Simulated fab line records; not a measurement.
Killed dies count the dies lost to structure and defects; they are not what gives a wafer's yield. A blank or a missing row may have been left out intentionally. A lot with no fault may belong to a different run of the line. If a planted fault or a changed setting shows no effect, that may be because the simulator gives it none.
Which tool did it?	flow gf180mcu	24 lots, 72 wafers sampled, at 6 steps of a route of 602

WHAT THE GAUGES READ, wafer by wafer
GF_POLY_GATE_THK_MEAS_01. Usual: POLY_GATE_CVD_00_THK 199.5 nm, standard deviation 1.7.
lot	measured	on	POLY_GATE_CVD_00_THK (nm)	flag
L074	day 9 13:28	film-metro-03	201.1 198.0 198.9	
L075	day 10 01:24	film-metro-01	201.0 201.2 199.9	
L076	day 10 04:28	film-metro-04	200.3 202.6 201.3	
L077	day 10 16:27	film-metro-01	198.8 198.6 199.0	
L078	day 10 20:20	film-metro-01	201.9 201.1 203.1	
L079	day 11 00:32	film-metro-03	201.2 202.2 201.3	
L080	day 11 09:08	film-metro-03	199.0 197.8 198.8	
L081	day 11 14:13	film-metro-04	198.3 200.1 198.2	
L082	day 11 23:10	film-metro-04	199.2 197.4 199.1	
L083	day 12 03:34	film-metro-04	201.9 202.7 203.3	
L084	day 12 09:01	film-metro-03	199.8 199.4 197.1	
L085	day 12 13:38	film-metro-01	200.5 200.4 202.5	
L086	day 12 23:58	film-metro-04	195.9 196.7 195.8	
L087	day 13 05:31	film-metro-04	199.7 199.3 201.1	
L088	day 13 10:02	film-metro-03	200.0 200.0 200.3	
L089	day 13 18:38	film-metro-03	201.1 201.2 199.7	
L090	day 14 01:16	film-metro-03	199.1 198.7 199.5	
L091	day 14 06:25	film-metro-04	198.9 196.5 197.9	
L092	day 14 11:55	film-metro-03	199.7 199.5 199.2	
L093	day 14 19:32	film-metro-01	200.5 199.9 200.6	
L094	day 15 00:52	film-metro-04	199.2 199.1 200.1	
L095	day 15 06:02	film-metro-04	198.7 199.7 198.4	
L097	day 15 18:10	film-metro-01	196.5 197.4 196.0	
L096	day 15 18:11	film-metro-04	198.0 198.0 196.1	

GF_HV_LDD_OVL_MEAS_20. Usual: HV_LDD_01_OVL 0.4 nm, standard deviation 1.5.
lot	measured	on	HV_LDD_01_OVL (nm)	flag
L074	day 12 02:50	overlay-01	1.1 1.2 -0.1	
L075	day 12 12:08	overlay-02	-0.5 -1.1 -1.9	
L076	day 12 16:30	overlay-02	0.3 0.5 2.6	
L077	day 13 06:09	overlay-01	0.6 -1.3 -2.2	
L078	day 13 12:44	overlay-01	3.1 -0.4 1.3	
L079	day 13 20:12	overlay-01	0.6 0.3 -1.1	
L080	day 14 00:45	overlay-01	-0.2 0.7 -0.4	
L081	day 14 05:54	overlay-01	1.0 -0.6 -0.3	
L082	day 14 15:07	overlay-02	-0.8 -2.5 -1.3	
L083	day 14 19:35	overlay-02	-1.9 0.7 -0.7	
L084	day 15 02:01	overlay-01	-2.0 0.2 2.6	
L085	day 15 08:17	overlay-02	-0.3 -0.6 -1.4	
L086	day 15 21:48	overlay-02	0.9 -2.0 1.3	
L087	day 16 03:53	overlay-02	-0.8 -0.5 1.1	
L088	day 16 06:49	overlay-02	2.1 0.1 1.1	
L089	day 16 15:31	overlay-01	-2.3 0.8 -0.2	
L090	day 16 22:41	overlay-01	1.7 1.5 3.5	
L091	day 17 06:40	overlay-01	1.5 2.8 2.6	
L092	day 17 18:35	overlay-02	1.1 -1.5 0.5	
L093	day 17 22:29	overlay-01	-0.6 -0.4 -1.2	
L094	day 18 01:54	overlay-01	0.6 0.5 -1.0	
L095	day 18 07:08	overlay-01	0.5 3.8 1.9	
L097	day 18 22:26	overlay-02	2.1 -1.2 2.2	
L096	day 18 22:08	overlay-02	3.7 3.5 2.7	

GF_CONTACT_THK_MEAS_03. Usual: CONTACT_CVD_02_THK 862 nm, standard deviation 13.
lot	measured	on	CONTACT_CVD_02_THK (nm)	flag
L074	day 16 21:59	film-metro-04	847 849 854	
L075	day 17 10:13	film-metro-04	865 866 860	
L076	day 17 13:37	film-metro-04	870 830 876	
L077	day 18 03:19	film-metro-03	865 883 875	
L078	day 18 14:43	film-metro-02	870 862 871	
L079	day 19 03:43	film-metro-04	854 850 869	
L080	day 19 04:34	film-metro-04	860 870 873	
L081	day 19 11:37	film-metro-02	863 867 877	
L082	day 19 21:09	film-metro-02	856 836 859	
L083	day 20 03:23	film-metro-04	852 870 856	
L084	day 20 10:07	film-metro-02	862 874 861	
L085	day 20 17:26	film-metro-04	839 864 876	
L086	day 21 08:52	film-metro-04	848 884 877	
L087	day 21 13:19	film-metro-04	839 857 854	
L088	day 21 21:04	film-metro-04	870 854 867	
L089	day 22 01:07	film-metro-04	856 867 888	
L090	day 22 12:40	film-metro-03	870 890 885	
L091	day 22 22:58	film-metro-04	845 855 864	
L092	day 23 06:44	film-metro-02	870 852 866	
L093	day 23 08:22	film-metro-04	847 834 848	
L094	day 23 14:44	film-metro-03	855 859 846	
L095	day 23 22:49	film-metro-03	856 851 872	
L097	day 24 08:16	film-metro-04	853 878 866	
L096	day 24 08:07	film-metro-02	853 854 873	

GF_M1_OVL_MEAS_15. Usual: M1_OVL -2 nm, standard deviation 3.8.
lot	measured	on	M1_OVL (nm)	flag
L074	day 19 02:02	overlay-01	-7 4 -3	
L075	day 19 15:08	overlay-01	-3 -1 -2	
L076	day 19 18:32	overlay-02	10 0 0	
L077	day 20 08:20	overlay-01	-6 3 -2	
L078	day 20 19:53	overlay-02	-7 -6 -8	
L079	day 21 08:32	overlay-01	-4 -3 -2	
L080	day 21 10:35	overlay-01	-4 -2 -5	
L081	day 21 16:47	overlay-01	-4 0 -8	
L082	day 22 02:20	overlay-02	1 -1 -2	
L083	day 22 06:44	overlay-01	3 -1 -3	
L084	day 22 14:35	overlay-01	-6 -1 -7	
L085	day 22 20:47	overlay-02	4 -5 7	
L086	day 23 11:20	overlay-01	-4 -3 -2	
L087	day 23 16:17	overlay-01	-4 1 -7	
L088	day 24 00:05	overlay-02	0 -3 -4	
L089	day 24 03:38	overlay-01	-1 0 0	
L090	day 24 15:14	overlay-01	3 -6 7	
L091	day 25 00:26	overlay-02	-4 -4 -5	
L092	day 25 08:17	overlay-01	-2 -3 -1	
L093	day 25 09:59	overlay-02	-1 -2 -6	
L094	day 25 16:56	overlay-01	-4 1 1	
L095	day 25 23:44	overlay-01	7 -7 1	
L097	day 26 08:08	overlay-01	0 -2 0	
L096	day 26 07:59	overlay-02	-2 -2 2	

GF_V2_CD_MEAS_14: target cd 260 nm. Usual: 260.2 nm for cd-nm, sd 1.7.
lot	measured	on	cd-nm (nm)	flag
L074	day 22 10:30	cd-sem-02	259.4 258.3 259.5	
L075	day 22 23:09	cd-sem-01	259.4 260.5 259.7	
L076	day 23 03:12	cd-sem-01	261.9 261.7 261.1	
L077	day 23 15:50	cd-sem-02	258.2 257.7 256.2	
L078	day 24 03:04	cd-sem-02	259.2 259.7 259.9	
L079	day 24 14:46	cd-sem-02	262.7 263.5 264.0	
L080	day 24 16:06	cd-sem-02	258.7 260.1 260.0	
L081	day 24 22:49	cd-sem-01	262.1 261.7 261.5	
L082	day 25 06:48	cd-sem-01	259.6 258.8 259.6	
L083	day 25 11:13	cd-sem-01	259.5 259.4 260.5	
L084	day 25 18:58	cd-sem-02	259.5 261.3 260.2	
L085	day 26 00:50	cd-sem-02	262.8 263.2 262.4	
L086	day 26 12:55	cd-sem-01	258.2 259.4 259.2	
L087	day 26 17:56	cd-sem-01	259.6 258.9 259.1	
L088	day 27 02:57	cd-sem-02	258.4 258.4 259.9	
L089	day 27 03:18	cd-sem-02	262.0 262.0 263.2	
L090	day 27 14:46	cd-sem-02	260.0 259.0 259.6	
L091	day 28 00:34	cd-sem-01	261.1 260.3 260.7	
L092	day 28 07:52	cd-sem-01	261.9 261.8 261.7	
L093	day 28 08:50	cd-sem-01	261.9 260.7 261.0	
L094	day 28 15:29	cd-sem-01	256.6 256.1 255.7	
L095	day 28 21:13	cd-sem-02	260.3 261.2 260.6	
L097	day 29 05:44	cd-sem-01	260.3 260.5 260.0	
L096	day 29 04:49	cd-sem-01	260.6 259.4 259.6	

WHAT TOOL EACH LOT RAN ON (gives the tool, then ch and the chambers of the sampled wafers, and finally the start)
lot	GF_POLY_GATE_ETCH_13
L074	rie-si-02 ch 0,2,3, day 10 07:23
L075	rie-si-01 ch 0,1,2, day 10 20:01
L076	rie-si-01 ch 0,1,3, day 10 23:22
L077	rie-si-02 ch 0,3, day 11 11:31
L078	rie-si-02 ch 0,1,3, day 11 15:37
L079	rie-si-02 ch 1,2,3, day 11 20:32
L080	rie-si-01 ch 0,2,3, day 12 04:22
L081	rie-si-01 ch 0,1,2, day 12 09:50
L082	rie-si-01 ch 1,2,3, day 12 19:05
L083	rie-si-01 ch 0,1,2, day 12 23:46
L084	rie-si-01 ch 0,1,3, day 13 05:41
L085	rie-si-01 ch 1,2,3, day 13 11:14
L086	rie-si-02 ch 1,2, day 13 21:23
L087	rie-si-01 ch 1,2,3, day 14 02:44
L088	rie-si-02 ch 0,1,3, day 14 07:25
L089	rie-si-01 ch 0,2,3, day 14 15:53
L090	rie-si-01 ch 0,1, day 14 22:22
L091	rie-si-01 ch 0,1,2, day 15 04:26
L092	rie-si-01 ch 0,3, day 15 10:16
L093	rie-si-02 ch 0,3, day 15 18:16
L094	rie-si-02 ch 0,2,3, day 15 23:13
L095	rie-si-01 ch 0,1, day 16 04:31
L097	rie-si-01 ch 0,1, day 16 17:05
L096	rie-si-02 ch 1,2, day 16 17:26
- GF_POLY_GATE_ETCH_13: etches poly-Si in HBr/Cl2, stops on SiO2, target depth 198.5 nm, time 69.6 s.

AS READ BY THE TOOLS THEMSELVES (means over the sampled wafers that have a number; for cases with no such wafer, the mark the record gives instead)
GF_POLY_GATE_ETCH_13. Usual: bias-w 100.0 W, standard deviation 0.31; drypump-motor-current-A 5.4 A, standard deviation 0.51; oes-product-au 0.985 a.u., standard deviation 0.01; rf-fwd-power-W 396.5 W, standard deviation 1.3; throttle-valve-pct 33.685 %, standard deviation 0.0093.
lot	tool	bias-w (W)	drypump-motor-current-A (A)	oes-product-au (a.u.)	rf-fwd-power-W (W)	throttle-valve-pct (%)	flag
L074	rie-si-02	100.0	6.1	0.972	395.8	33.686	
L075	rie-si-01	100.3	5.1	0.989	397.6	33.677	
L076	rie-si-01	100.0	5.1	0.995	397.7	33.687	
L077	rie-si-02	99.9	5.8	0.979	397.3	33.692	
L078	rie-si-02	100.1	5.7	0.986	395.9	33.688	
L079	rie-si-02	100.2	5.9	0.982	396.5	33.678	
L080	rie-si-01	99.8	5.1	0.985	396.4	33.694	
L081	rie-si-01	100.1	5.1	0.986	397.2	33.683	
L082	rie-si-01	99.9	5.2	0.987	395.2	33.692	
L083	rie-si-01	100.2	5.2	0.992	397.1	33.678	
L084	rie-si-01	99.8	5.1	0.994	396.0	33.691	
L085	rie-si-01	100.1	5.2	0.995	396.1	33.679	
L086	rie-si-02	100.0	6.2	0.980	395.9	33.684	
L087	rie-si-01	100.0	5.2	0.987	397.6	33.680	
L088	rie-si-02	100.0	5.7	0.979	397.3	33.689	
L089	rie-si-01	99.5	5.1	0.988	395.9	33.688	
L090	rie-si-01	100.4	5.0	0.990	397.2	33.694	
L091	rie-si-01	99.8	5.1	0.986	396.9	33.684	
L092	rie-si-01	99.9	4.9	0.983	394.4	33.682	
L093	rie-si-02	99.9	5.9	0.984	397.5	33.681	
L094	rie-si-02	99.8	6.1	0.975	396.5	33.684	
L095	rie-si-01	100.0	5.2	0.994	396.6	33.675	
L097	rie-si-01	100.1	5.2	0.986	396.4	33.690	
L096	rie-si-02	100.4	6.2	0.979	396.3	33.685	

THE ANSWER, worked out from the rows above alone
Rule: a lot counts as off when the mean over its wafers that have a number is more than 3 standard deviations away from the usual mean. A lot without any number at a reading at which 4 lots or more have one is off too. All remaining lots with rows at the step are treated as sound. Order of review: gauges by route order, followed by the tools' own readings, for which a lot's mean as printed above is used. The first step at which some lot is off is used, and at that step the reading that is off furthest; a lot without a number counts as furthest.
Across all readings shown, no lot is off: no conclusion can be drawn from this.

WHAT THE SIMULATOR HAD PUT IN
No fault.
